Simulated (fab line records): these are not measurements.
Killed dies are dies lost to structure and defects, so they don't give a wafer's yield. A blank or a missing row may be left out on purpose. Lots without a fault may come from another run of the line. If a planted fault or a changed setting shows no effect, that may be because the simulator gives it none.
A struck lot beside a sound one :: flow sky130 :: 17 out of 708 route steps
Sound: wafers L777.1, L777.3, L777.6. Struck: wafer L796.2 (left out: L796.4, L796.5 of the same lot, which were not struck); the cause appears at the end.
For every step that has rows: the tool of each side, followed by ch and its chambers, followed by its first start. Under that, the readings that differ: sound wafers :: struck wafers :: difference of the means :: sigmas: that difference in standard deviations of wafers without a fault.
alike: words and numbers the same on both sides, and readings whose means are apart by under 2 such deviations; not compared: readings that were withheld, readings missing a value for some wafer, numbers with overlapping values and no deviation given by the record, and bounds like >300 which may hide the same value.
A row with sigmas, a row that says differs or no value, or rows on one side alone: a step with any of these is where the two part. When numbers do not overlap yet have no deviation, they are printed without sigmas and do not part them. A reading that every wafer of one side lacks parts them only if that side has two wafers or more.

first, 2 steps without rows for these wafers: SKY_NWELL_IMPLANT_12; SKY_NWELL_IMPLANT_13.
SKY_NWELL_STRIP_14: strips in O2/N2.
  sound on plasma_asher-02 ch 0,1, day 5 00:19; struck on plasma_asher-02 ch 1, day 9 20:59
  alike: drypump_motor_current_A, oes_product_au, strip_time_to_endpoint_s
  not compared: rf_hours_counter_h
SKY_NWELL_TW_MEAS_15:
  sound on film_metro-03 at day 5 00:25; struck on film_metro-02 at day 9 21:06
reading: NWELL_TW
sound: 1865 1863 1855
struck: 1830
difference: -31
sigmas: -2
then, 7 steps without rows for these wafers: SKY_NWELL_DEHYDRATE_16 (time 60 s); SKY_NWELL_HMDS_17 (prime time 60 s); SKY_NWELL_COAT_18 (resist thk 3000 nm); SKY_NWELL_SOFTBAKE_19; SKY_NWELL_EXPOSE_20 (exposes mask NWM COMPLEMENT, target cd 840 nm); SKY_NWELL_PEB_21; SKY_NWELL_DEVELOP_22 (develop time 60 s).
SKY_NWELL_OVL_MEAS_23:
  sound on overlay-01 at day 5 17:21; struck on overlay-01 at day 10 18:54
  alike: NWELL_01_OVL
SKY_NWELL_IMPLANT_24:
  sound on implanter-04 ch 0, day 5 17:23; struck on implanter-03 ch 0, day 10 18:58
reading: beam_on_s (s)
sound: 9.84 9.79 10.11
struck: 8.26
difference: -1.65
sigmas: -8

reading: faraday_current_uA
sound: 52.5 53.1 51.4
struck: 62.8
difference: +10.5
sigmas: +10
SKY_NWELL_STRIP_25: strips in O2/N2.
  sound on plasma_asher-02 ch 0,1, day 5 17:32; struck on plasma_asher-03 ch 0, day 10 19:05
  alike: drypump_motor_current_A, oes_product_au, strip_time_to_endpoint_s
  not compared: rf_hours_counter_h
SKY_NWELL_TW_MEAS_26:
  sound on film_metro-03 at day 5 17:38; struck on film_metro-03 at day 10 19:11
reading: NWELL_2_TW
sound: 507 507 506
struck: 474
difference: -33
sigmas: -10
then, 1 step without rows for these wafers: SKY_NWELL_CLEAN_27 (cleans in SC1/SC2, time 150 s).
-- the record jumps here: 40 days lie between the struck wafers' starts before and after (it left off in module NWELL and takes up again in module PAD_OPEN, whose first step shown is number 708 of the route) --
SKY_PAD_OPEN_PROBE_99:
  sound on prober-01 at day 46 02:23; struck on prober-02 at day 50 16:53
reading: killed_at_other
sound: 0 1 0
struck: 2
difference: +2
sigmas: +3

reading: model.etest.pfet_16v.r_on_ohm_um
sound: 1.564e+04 1.54e+04 1.543e+04
struck: 1.661e+04
difference: +1.120e+03
sigmas: 

reading: model.etest.res_iso_pwell.rs_ohm_sq
sound: 3452 3249 3339
struck: 3144
difference: -203
sigmas: 

reading: model.etest.res_pwell_under_gate.rs_ohm_sq
sound: 2285 2293 2274
struck: 2589
difference: +305
sigmas: 

reading: model.etest.res_iso_pwell.line_ohm_um
sound: 1296 1215 1257
struck: 1186
difference: -70
sigmas: 

reading: model.etest.pfet_16v.drive_ua_um
sound: 240.4 241.2 242.6
struck: 222.9
difference: -18.5
sigmas: 

reading: model.etest.field_n.vt_v (V)
sound: 36.27 35.94 36.01
struck: 31.73
difference: -4.34
sigmas: 

reading: model.etest.nfet_05v0_nvt.vt_sat_v (V)
sound: 0.3173 0.307 0.3072
struck: 0.2495
difference: -0.0610
sigmas: 
  alike: killed_at_M0_to_M3, killed_at_M4_up, killed_at_contacts, killed_at_front_end, killed_dies, killed_open, killed_short
  not compared: model.etest.res_nwell.width_nm

== WHERE THEY PART ==
First at SKY_NWELL_TW_MEAS_15; last, within this record, at SKY_PAD_OPEN_PROBE_99.

WHY: what had been put in by the simulator
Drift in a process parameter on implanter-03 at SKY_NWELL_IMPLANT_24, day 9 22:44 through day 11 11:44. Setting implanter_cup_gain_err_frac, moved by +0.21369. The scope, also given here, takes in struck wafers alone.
